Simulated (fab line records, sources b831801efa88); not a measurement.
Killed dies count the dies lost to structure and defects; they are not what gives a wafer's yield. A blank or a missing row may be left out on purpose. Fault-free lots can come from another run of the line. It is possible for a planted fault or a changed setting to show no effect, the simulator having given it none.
fab line records	flow sky130
record lots=5	wafers=15	last-day=50
route steps=708 shown CONTACT@411 PAD_OPEN@708
lots with no fault: from the same line, run without faults
start-h: hours from the record's first day to the start of the lot's first wafer shown	wait-h: how many hours have passed since the lot's step before this one	" identical to the entry in the row above	L1.1+2: a single row standing in for several wafers	- no value, or no start given	* or withheld: withheld	< > ~ a bound
route shown NAME@n: NAME is a module with steps in the file, n the number in the route of the first one	usual: the fault-free wafers' mean and standard deviation	same: alike in all rows	chamber/n: place in a boat	sites: readings site by site	_std_site: standard deviation across them	_edge_site: mean of outer sites minus mean of inner sites	radius-mm: how far each site lies from the wafer's centre	mask NAME#n: copy n	behind: the most recent tool/chamber to have shaped the wafer	hold: reason for holding the lot/hours on hold/outcome of the hold	device: the n, p or np transistor that did not switch	end of line: the tests these same wafers got at the end of their route	for a step that has no rows: nothing shown but its recipe	killed: the dies lost at the first sort to structure and to defects; this is not the yield of the wafer	map: per-die view of a wafer (x killed, . not killed, _ where there is no die)
set.NAME: the run value of the setting; set.NAME@STEP: its run value at that earlier step	model.NAME: the simulator's own value behind a step, which no gauge read
lots seen at some steps along the route; tables by step, rows by wafer
services: when a tool's chamber went out of use (start-h, in hours from the record's first day, below 0 if earlier), for how many hours, and the reason
## steps
# step SKY_CONTACT_BOW_MEAS_05
# recipe mode=bow
# usual CONTACT_BOW=83/6.9
lot.wafer	tool	chamber	start-h	wait-h	CONTACT_BOW[um]
L923.3	film-metro-03	-	703.61	0.3	70
L923.4	"	-	"	"	80
L923.5	"	-	"	"	68
L928.1	film-metro-03	-	747.16	0.1	79
L928.5	"	-	"	"	82
L928.6	"	-	"	"	81
L936.1	film-metro-04	-	812.03	0.2	81
L936.2	"	-	"	"	75
L936.5	"	-	"	"	87
L940.1	film-metro-04	-	840.75	0.1	71
L940.5	"	-	"	"	85
L940.6	"	-	"	"	84
L946.1	film-metro-01	-	879.48	0.1	83
L946.2	"	-	"	"	81
L946.6	"	-	"	"	83
# step SKY_CONTACT_DEHYDRATE_06
# recipe temp-c=200	time-s=60
# step SKY_CONTACT_HMDS_07
# recipe prime-time-s=60	prime-temp-c=120
# step SKY_CONTACT_COAT_08
# recipe resist=BARC	temp-c=withheld	time-s=withheld	spin-rpm=3000	resist-thk-nm=60
# step SKY_CONTACT_COAT_09
# recipe resist=KrF-thick	spin-rpm=3000	resist-thk-nm=450
# step SKY_CONTACT_SOFTBAKE_10
# recipe temp-c=100	time-s=90	resist=KrF-thick
# step SKY_CONTACT_EXPOSE_11
# recipe mask-id=CTM1	na=0.8	source-shape=annular	sigma-inner=0.55	sigma-outer=0.85	target-cd-nm=170	dose-mj=38
# step SKY_CONTACT_PEB_12
# recipe peb-temp-c=withheld	peb-time-s=withheld	resist=KrF-thick
# step SKY_CONTACT_DEVELOP_13
# recipe develop-time-s=60	resist=KrF-thick	dev-temp-c=21
# step SKY_CONTACT_CD_MEAS_14
# recipe target-cd-nm=170
# usual cd-nm=170.6/1.4
lot.wafer	tool	chamber	start-h	wait-h	cd-nm
L923.3	cd-sem-01	-	731.91	-	172.2
L923.4	"	-	"	"	171.4
L923.5	"	-	"	"	172.0
L928.1	cd-sem-01	-	774.42	-	168.3
L928.5	"	-	"	"	168.5
L928.6	"	-	"	"	169.0
L936.1	cd-sem-01	-	838.71	-	172.1
L936.2	"	-	"	"	170.9
L936.5	"	-	"	"	172.9
L940.1	cd-sem-01	-	867.06	-	170.2
L940.5	"	-	"	"	170.6
L940.6	"	-	"	"	170.3
L946.1	cd-sem-02	-	904.76	-	169.9
L946.2	"	-	"	"	169.9
L946.6	"	-	"	"	169.7
# step SKY_CONTACT_OVL_MEAS_15
# usual CONTACT_OVL=1/4.8
lot.wafer	tool	chamber	start-h	wait-h	CONTACT_OVL[nm]
L923.3	overlay-02	-	732.01	0.1	1
L923.4	"	-	"	"	-7
L923.5	"	-	"	"	-1
L928.1	overlay-02	-	774.54	0.1	2
L928.5	"	-	"	"	12
L928.6	"	-	"	"	3
L936.1	overlay-02	-	838.83	0.1	1
L936.2	"	-	"	"	-4
L936.5	"	-	"	"	-12
L940.1	overlay-01	-	867.18	0.1	1
L940.5	"	-	"	"	-5
L940.6	"	-	"	"	2
L946.1	overlay-02	-	904.88	0.1	-2
L946.2	"	-	"	"	-3
L946.6	"	-	"	"	7
# step SKY_CONTACT_ETCH_16
# recipe chemistry=N2/H2	target=BARC	ion-energy-ev=200	source-w=500	bias-w=100	pressure-mtorr=30	n2-flow-sccm=100	h2-flow-sccm=200	stop-on=SiO2	time-s=45.9	target-depth-a=600
# usual chamber-pressure-mTorr=29.995/0.028	drypump-motor-current-A=5.8/0.55	oes-product-au=0.854/0.0048	rf-fwd-power-W=495.2/1.9	throttle-valve-pct=13.225/0.0099
lot.wafer	tool	chamber	start-h	wait-h	chamber-pressure-mTorr	drypump-motor-current-A	oes-product-au	rf-fwd-power-W	rf-hours-counter-h	throttle-valve-pct
L923.3	rie-diel-03	0	732.03	0.0	30.055	5.3	0.857	492.9	48	13.236
L923.4	"	2	"	"	30.048	6.4	0.858	495.0	7	13.235
L923.5	"	1	"	"	29.986	6.3	0.862	495.7	-	13.229
L928.1	rie-diel-01	2	774.58	0.0	30.007	5.2	0.849	494.1	22	13.226
L928.5	"	0	"	"	29.949	5.2	0.856	492.1	-	13.241
L928.6	"	1	"	"	30.002	6.6	0.852	497.1	-	13.216
L936.1	rie-diel-03	1	838.87	0.0	29.953	6.4	0.857	498.6	9	13.230
L936.2	"	2	"	"	29.959	6.5	0.851	493.6	10	13.220
L936.5	"	3	"	"	29.996	6.3	0.858	495.6	-	13.215
L940.1	rie-diel-04	3	867.22	0.0	29.984	5.1	0.849	495.4	19	13.232
L940.5	"	3	"	"	29.985	5.2	0.853	495.8	-	13.219
L940.6	"	2	"	"	30.006	5.2	0.860	496.7	-	13.225
L946.1	rie-diel-04	3	904.92	0.0	30.006	5.1	0.857	496.6	20	13.234
L946.2	"	2	"	"	29.978	5.2	0.852	496.6	13	13.230
L946.6	"	0	"	"	29.996	5.7	0.854	494.5	-	13.235
# step SKY_CONTACT_ETCH_17
# recipe target=SiO2	chemistry=C4F8/O2/Ar	stop-on=Si3N4	mask-material=KrF-thick	source-w=1500	bias-w=1200	pressure-mtorr=40	c4f8-flow-sccm=withheld	O2_flow_sccm=6	Ar_flow_sccm=300	time-s=withheld	target-depth-a=3400
# usual chamber-pressure-mTorr=40.00/0.036	oes-product-au=0.893/0.0046	rf-fwd-power-W=1489/5.2
lot.wafer	tool	chamber	start-h	wait-h	chamber-pressure-mTorr	oes-product-au	rf-fwd-power-W	model.KrF-thick_of_CONTACT_COAT_09.thk-nm
L923.3	rie-diel-03	0	732.07	0.0	39.99	0.894	1487	329.2
L923.4	"	2	"	"	39.99	0.898	1494	329.6
L923.5	"	1	"	"	39.99	0.895	1497	329.8
L928.1	rie-diel-01	2	774.62	0.0	39.97	0.889	1489	326.1
L928.5	"	0	"	"	39.97	0.900	1489	325.3
L928.6	"	1	"	"	40.00	0.892	1492	323.8
L936.1	rie-diel-03	1	838.91	0.0	40.01	0.896	1248	332.5
L936.2	"	2	"	"	40.04	0.891	1489	327.4
L936.5	"	3	"	"	39.98	0.889	1482	326.1
L940.1	rie-diel-04	3	867.26	0.0	40.01	0.891	1491	331.9
L940.5	"	3	"	"	40.02	0.886	1493	331.8
L940.6	"	2	"	"	40.03	0.892	1497	329.1
L946.1	rie-diel-04	3	904.96	0.0	40.05	0.891	1495	326.8
L946.2	"	2	"	"	40.03	0.892	1488	327.8
L946.6	"	0	"	"	39.99	0.896	1491	327.6
# step SKY_CONTACT_ETCH_18
# recipe target=Si3N4	chemistry=CHF3/O2	stop-on=TiN	source-w=600	bias-w=200	pressure-mtorr=40	chf3-flow-sccm=50	O2_flow_sccm=5	time-s=39	target-depth-a=750
# usual chamber-pressure-mTorr=40.00/0.034	drypump-motor-current-A=5.7/0.55	oes-product-au=0.852/0.0081	rf-fwd-power-W=593.8/2.6	throttle-valve-pct=8.793/0.0091
lot.wafer	tool	chamber	start-h	wait-h	chamber-pressure-mTorr	drypump-motor-current-A	oes-product-au	rf-fwd-power-W	rf-hours-counter-h	throttle-valve-pct	model.KrF-thick_of_CONTACT_COAT_09.thk-nm
L923.3	rie-diel-03	0	-	-	40.01	5.3	0.852	590.9	48	8.803	246.5
L923.4	"	2	"	"	40.04	6.4	0.870	598.0	7	8.802	247.1
L923.5	"	1	"	"	40.04	6.3	0.853	597.3	-	8.786	247
L928.1	rie-diel-01	2	-	-	40.01	5.2	0.847	588.7	22	8.792	241.5
L928.5	"	0	"	"	39.95	5.2	0.860	592.5	-	8.792	240.6
L928.6	"	1	"	"	40.00	6.6	0.847	597.6	-	8.808	239.2
L936.1	rie-diel-03	1	-	-	39.98	6.3	0.843	596.8	9	8.795	248.7
L936.2	"	2	"	"	39.91	6.4	0.847	591.8	10	8.788	245.3
L936.5	"	3	"	"	40.00	6.3	0.851	593.9	-	8.775	241.5
L940.1	rie-diel-04	3	-	-	40.03	5.1	0.858	597.0	19	8.788	249.4
L940.5	"	3	"	"	40.01	5.1	0.857	593.8	-	8.790	249
L940.6	"	2	"	"	40.04	5.2	0.865	596.5	-	8.809	245.8
L946.1	rie-diel-04	3	-	-	40.01	5.1	0.843	595.9	20	8.808	242.9
L946.2	"	2	"	"	40.02	5.2	0.844	593.6	13	8.810	244.1
L946.6	"	0	"	"	39.98	5.7	0.851	592.5	-	8.809	242.7
# step SKY_CONTACT_STRIP_19
# recipe chemistry=O2/N2	power-w=1400	pressure-mtorr=1500	platen-temp-c=withheld	o2-flow-sccm=3000	n2-flow-sccm=300	overash-fraction=0.5
# usual chamber-pressure-mTorr=1500.1/1.4	drypump-motor-current-A=5.7/0.34	oes-product-au=0.381/0.0047	strip-time-to-endpoint-s=3.627/0.026
lot.wafer	tool	chamber	start-h	wait-h	chamber-pressure-mTorr	drypump-motor-current-A	oes-product-au	rf-hours-counter-h	strip-time-to-endpoint-s
L923.3	plasma-asher-02	1	732.20	-	1500.7	6.2	0.389	-	3.640
L923.4	"	0	"	"	1501.2	5.5	0.376	-	3.653
L923.5	"	0	"	"	1501.0	5.5	0.378	-	3.675
L928.1	plasma-asher-03	1	774.71	-	1504.5	6.0	0.378	36	3.603
L928.5	"	1	"	"	1498.9	6.0	0.375	-	3.604
L928.6	"	0	"	"	1499.4	5.6	0.382	-	3.567
L936.1	plasma-asher-01	0	839.00	-	1498.9	5.8	0.384	101	3.683
L936.2	"	1	"	"	1500.0	5.2	0.382	101	3.653
L936.5	"	0	"	"	1500.6	5.8	0.382	-	3.595
L940.1	plasma-asher-02	0	867.35	-	1499.1	5.5	0.380	75	3.676
L940.5	"	1	"	"	1500.4	6.1	0.386	-	3.682
L940.6	"	0	"	"	1500.4	5.5	0.383	-	3.654
L946.1	plasma-asher-02	0	905.05	-	1498.2	5.5	0.381	79	3.614
L946.2	"	1	"	"	1499.3	6.1	0.385	79	3.619
L946.6	"	1	"	"	1500.1	6.1	0.378	-	3.614
# step SKY_PAD_OPEN_PROBE_99
# usual killed_at_M0_to_M3=43/6.7	killed_at_M4_up=3.0/1.9	killed-at-contacts=25/5.4	killed-at-front-end=16/4.5	killed-at-other=0.4/0.62	killed-dies=87/9.6	killed-open=47/7	killed-short=39/6.1
# same gross-dies=492	killed-at-back-side=0
lot.wafer	tool	chamber	start-h	wait-h	killed_at_M0_to_M3	killed_at_M4_up	killed-at-contacts	killed-at-front-end	killed-at-other	killed-dies	killed-open	killed-short
L923.3	prober-01	-	1072.49	0.2	51	4	30	18	0	103	60	42
L923.4	prober-01	-	1072.54	0.2	34	1	33	14	0	82	55	26
L923.5	prober-01	-	1072.59	0.2	54	2	32	17	0	105	59	46
L928.1	prober-02	-	1104.36	0.1	41	3	24	16	2	86	44	41
L928.5	prober-02	-	1104.56	0.2	50	1	29	16	1	97	54	42
L928.6	prober-02	-	1104.61	0.2	43	1	16	13	2	75	45	30
L936.1	prober-02	-	1151.68	0.1	50	8	26	14	0	98	51	45
L936.2	prober-02	-	1151.73	0.1	43	7	24	13	0	87	43	44
L936.5	prober-02	-	1151.88	0.2	44	3	21	8	1	77	45	32
L940.1	prober-02	-	1171.38	0.1	46	2	29	12	0	89	46	43
L940.5	prober-02	-	1171.58	0.2	47	3	36	20	0	106	57	48
L940.6	prober-02	-	1171.63	0.2	66	1	22	19	0	108	56	52
L946.1	prober-02	-	1196.39	0.1	34	1	34	17	0	86	51	35
L946.2	prober-02	-	1196.44	0.1	42	6	23	17	0	88	50	38
L946.6	prober-02	-	1196.64	0.2	40	4	22	14	0	80	38	42
# killed by level:class
L923.3 CONTACT:geometric-particle:open=12 VIA1:geometric-particle:open=11 VIA3:geometric-particle:open=9 METAL1:geometric-particle:short=8 LI_CONTACT:geometric-particle:open=7 VIA1:geometric-particle:short=6 FIELD_ISO:geometric-particle:open=6 CONTACT:geometric-particle:short=5
L923.4 CONTACT:geometric-particle:open=15 VIA1:geometric-particle:open=11 LI_CONTACT:geometric-particle:open=9 LOCAL_INTERCONNECT:geometric-particle:short=5 VIA2:geometric-particle:open=5 FIELD_ISO:geometric-particle:open=4 METAL2:geometric-particle:short=4 VIA3:geometric-particle:open=4
L923.5 CONTACT:geometric-particle:open=14 VIA2:geometric-particle:open=13 VIA1:geometric-particle:open=11 METAL2:geometric-particle:short=8 LI_CONTACT:geometric-particle:open=7 METAL3:geometric-particle:short=6 LOCAL_INTERCONNECT:geometric-particle:short=5 FIELD_ISO:geometric-particle:open=4
L928.1 VIA1:geometric-particle:open=10 LOCAL_INTERCONNECT:geometric-particle:short=6 CONTACT:geometric-particle:open=6 CONTACT:geometric-particle:short=6 VIA2:geometric-particle:open=6 LI_CONTACT:geometric-particle:open=5 VIA3:geometric-particle:open=5 VIA1:geometric-particle:short=5
L928.5 VIA1:geometric-particle:open=12 CONTACT:geometric-particle:open=8 VIA3:geometric-particle:open=8 LOCAL_INTERCONNECT:geometric-particle:short=7 VIA1:geometric-particle:short=5 METAL2:geometric-particle:short=5 LI_CONTACT:geometric-particle:short=4 LI_CONTACT:geometric-particle:open=4
L928.6 VIA1:geometric-particle:open=12 VIA3:geometric-particle:open=7 VIA2:geometric-particle:open=6 FIELD_ISO:geometric-particle:open=5 LOCAL_INTERCONNECT:geometric-particle:short=5 VIA1:geometric-particle:short=5 LI_CONTACT:geometric-particle:open=4 CONTACT:geometric-particle:open=4
L936.1 VIA1:geometric-particle:open=13 CONTACT:geometric-particle:open=9 CONTACT:geometric-particle:short=8 VIA2:geometric-particle:open=8 VIA1:geometric-particle:short=5 VIA3:geometric-particle:open=5 METAL4:geometric-particle:short=5 FIELD_ISO:geometric-particle:open=4
L936.2 LI_CONTACT:geometric-particle:open=12 VIA3:geometric-particle:open=8 VIA1:geometric-particle:short=7 VIA2:geometric-particle:short=5 VIA2:geometric-particle:open=5 METAL4:geometric-particle:short=5 VIA1:geometric-particle:open=4 METAL2:geometric-particle:short=4
L936.5 CONTACT:geometric-particle:open=11 VIA1:geometric-particle:open=10 VIA2:geometric-particle:open=8 LI_CONTACT:geometric-particle:open=4 VIA1:geometric-particle:short=4 VIA2:geometric-particle:short=4 VIA3:geometric-particle:open=4 CONTACT:geometric-particle:short=3
L940.1 CONTACT:geometric-particle:open=8 VIA3:geometric-particle:open=8 LI_CONTACT:geometric-particle:open=7 LOCAL_INTERCONNECT:geometric-particle:short=7 VIA2:geometric-particle:short=6 METAL1:geometric-particle:short=6 VIA1:geometric-particle:open=6 VIA2:geometric-particle:open=5
L940.5 CONTACT:geometric-particle:open=15 LOCAL_INTERCONNECT:geometric-particle:short=8 CONTACT:geometric-particle:short=8 METAL2:geometric-particle:short=8 VIA2:geometric-particle:open=8 VIA1:geometric-particle:open=7 FIELD_ISO:geometric-particle:short=6 FIELD_ISO:geometric-particle:open=6
L940.6 VIA3:geometric-particle:open=13 VIA1:geometric-particle:open=10 CONTACT:geometric-particle:open=9 METAL1:geometric-particle:short=9 VIA3:geometric-particle:short=8 METAL2:geometric-particle:short=7 FIELD_ISO:geometric-particle:short=6 LI_CONTACT:geometric-particle:open=5
L946.1 LI_CONTACT:geometric-particle:open=12 CONTACT:geometric-particle:open=12 VIA1:geometric-particle:open=9 POLY_GATE:geometric-particle:open=5 METAL2:geometric-particle:short=5 VIA2:geometric-particle:short=5 FIELD_ISO:geometric-particle:short=4 CONTACT:geometric-particle:short=4
L946.2 VIA1:geometric-particle:open=12 LI_CONTACT:geometric-particle:open=11 VIA2:geometric-particle:open=8 CONTACT:geometric-particle:short=5 CONTACT:geometric-particle:open=4 METAL1:geometric-particle:short=4 VIA1:geometric-particle:short=4 METAL4:geometric-particle:short=4
L946.6 CONTACT:geometric-particle:open=8 LOCAL_INTERCONNECT:geometric-particle:short=7 VIA1:geometric-particle:open=7 VIA3:geometric-particle:open=7 VIA1:geometric-particle:short=5 METAL1:geometric-particle:short=4 METAL2:geometric-particle:short=4 VIA3:geometric-particle:short=4
## services
tool	chamber	start-h	hours	kind
plasma-asher-01	-	708.94	3.8	repair
rie-diel-04	-	721.43	4.3	pm
rie-diel-04	3	738.19	5.8	repair
rie-diel-04	0	740.58	3.4	repair
rie-diel-04	0	744.01	-	clean
rie-diel-04	0	744.01	25.5	scheduled-down
rie-diel-04	0	744.01	25.5	vent-cycle
rie-diel-03	0	745.26	-	clean
rie-diel-03	0	745.26	17.7	scheduled-down
rie-diel-03	0	745.26	17.7	vent-cycle
rie-diel-03	-	750.71	2.8	pm
rie-diel-01	-	752.40	2.8	pm
rie-diel-01	1	786.16	32.2	repair
rie-diel-04	0	797.21	8.0	repair
rie-diel-04	-	801.62	14.6	pm
plasma-asher-03	-	828.12	33.1	repair
rie-diel-04	3	830.35	4.9	repair
plasma-asher-02	-	837.41	15.6	pm
rie-diel-03	0	852.65	8.7	repair
rie-diel-01	2	859.01	1.7	repair
plasma-asher-01	-	876.12	0.8	repair
rie-diel-03	0	886.30	2.8	repair
rie-diel-04	-	899.83	0.1	repair
rie-diel-01	3	901.56	15.3	repair
## key
first-sign step=SKY_CONTACT_ETCH_17	reading=rf-fwd-power-W	direction=down	sigmas=47	usual=1489	struck=1248
effect none on later readings
model-effect step=SKY_CONTACT_ETCH_17	value=KrF-thick_of_CONTACT_COAT_09.thk-nm	without=328.3	struck=332.5
model-effect step=SKY_CONTACT_ETCH_18	value=KrF-thick_of_CONTACT_COAT_09.thk-nm	without=244.5	struck=248.7
met-at SKY_CONTACT_ETCH_17
struck-wafers L936.1
tester-left-out L936
onset-between 732.07 838.91
fault kind=process-parameter-drift	tool=rie-diel-03	chamber=1	onset-h=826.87	steps=SKY_CONTACT_ETCH_17	channel=source-w	offset=-240	shape=step	end-h=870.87	acts-in=these-recipes-only	stated=1500
# tester-left-out: of these lots the tester's yield and bins aren't shown, on N5 and GAA mostly nor the transistor test; their killed dies are dies lost to structure and defects alone, not to doping, threshold or leakage, so they don't give the yield
